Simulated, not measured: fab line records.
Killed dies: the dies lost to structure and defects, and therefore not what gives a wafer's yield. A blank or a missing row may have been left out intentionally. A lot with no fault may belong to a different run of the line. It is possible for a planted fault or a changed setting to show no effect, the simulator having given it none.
2 desks, one fault -- flow gf180mcu -- each desk has only its own numbers; what lay behind them comes last

== THE METROLOGY DESK ==
What the gauges read for every lot (on any tool): the sampled wafers with a number, averaged. The brackets show how far a lot's mean lies from the usual mean; more than 4 standard deviations puts the lot out of limits, marked OUT.
Columns: A = cdNm at GF_V5_CD_MEAS_14, usual 260.2 nm
lot,first seen here,A
L673,day 27 04:26,259.6
L676,day 28 05:51,260.1
L678,day 28 20:04,261.9
L679,day 29 02:25,258.6
L682,day 30 03:13,260.5
L683,day 30 06:07,261.9
L684,day 30 19:43,258.9
L685,day 30 23:10,258.3
L687,day 31 09:58,274.2 (+10) OUT
L688,day 31 14:25,272.7 (+8.9) OUT
L689,day 31 20:43,270.8 (+7.5) OUT
L690,day 32 06:16,267.4 (+5.2) OUT
This desk's finding: out of limits on L687, L688, L689, L690; first on L687, day 31 09:58 (cdNm at GF_V5_CD_MEAS_14). L673, L676, L678, L679, L682, L683, L684, L685 stayed within limits.

== DESK OF THE TOOL OWNER: krfScanner-02 ==
The tool's own readings at GF_V5_EXPOSE_11 (exposes mask Via5, target cd 260 nm): means of the sampled wafers that have a number, for each lot that ran on this tool. The brackets show how far a lot's mean lies from the usual mean; more than 4 standard deviations puts the lot out of limits, marked OUT.
Columns: A = exposureDoseMJCm2 at GF_V5_EXPOSE_11, usual 37.94
lot,first seen here,A
L673,day 26 19:02,37.95
L676,day 27 19:59,37.94
L679,day 28 16:29,37.92
L684,day 30 10:18,37.89
L685,day 30 14:28,37.95
L687,day 31 01:19,41.16 (+87) OUT
L688,day 31 05:22,41.17 (+87) OUT
L689,day 31 12:04,40.59 (+72) OUT
L690,day 31 22:07,39.58 (+44) OUT
This desk's finding: out of limits on L687, L688, L689, L690; first on L687, day 31 01:19 (exposureDoseMJCm2 at GF_V5_EXPOSE_11). L673, L676, L679, L684, L685 stayed within limits.

== TAKEN TOGETHER ==
The tool owner's desk had the chance to raise an alarm at day 31 01:19 on L687, L688, L689, L690.
Metrology desk: alarm possible at day 31 09:58 on L687, L688, L689, L690.
Of the lots named, all ran GF_V5_EXPOSE_11 on krfScanner-02.

== WHAT WAS PUT IN BY THE SIMULATOR ==
Process parameter drift: krfScanner-02, from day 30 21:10 on, at GF_V5_EXPOSE_11. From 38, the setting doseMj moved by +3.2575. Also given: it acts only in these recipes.
Shown lots that were struck: L687, L688, L689, L690.
Fault start to first reading out of limits, in hours, per desk: tool owner, 4; metrology, 13.
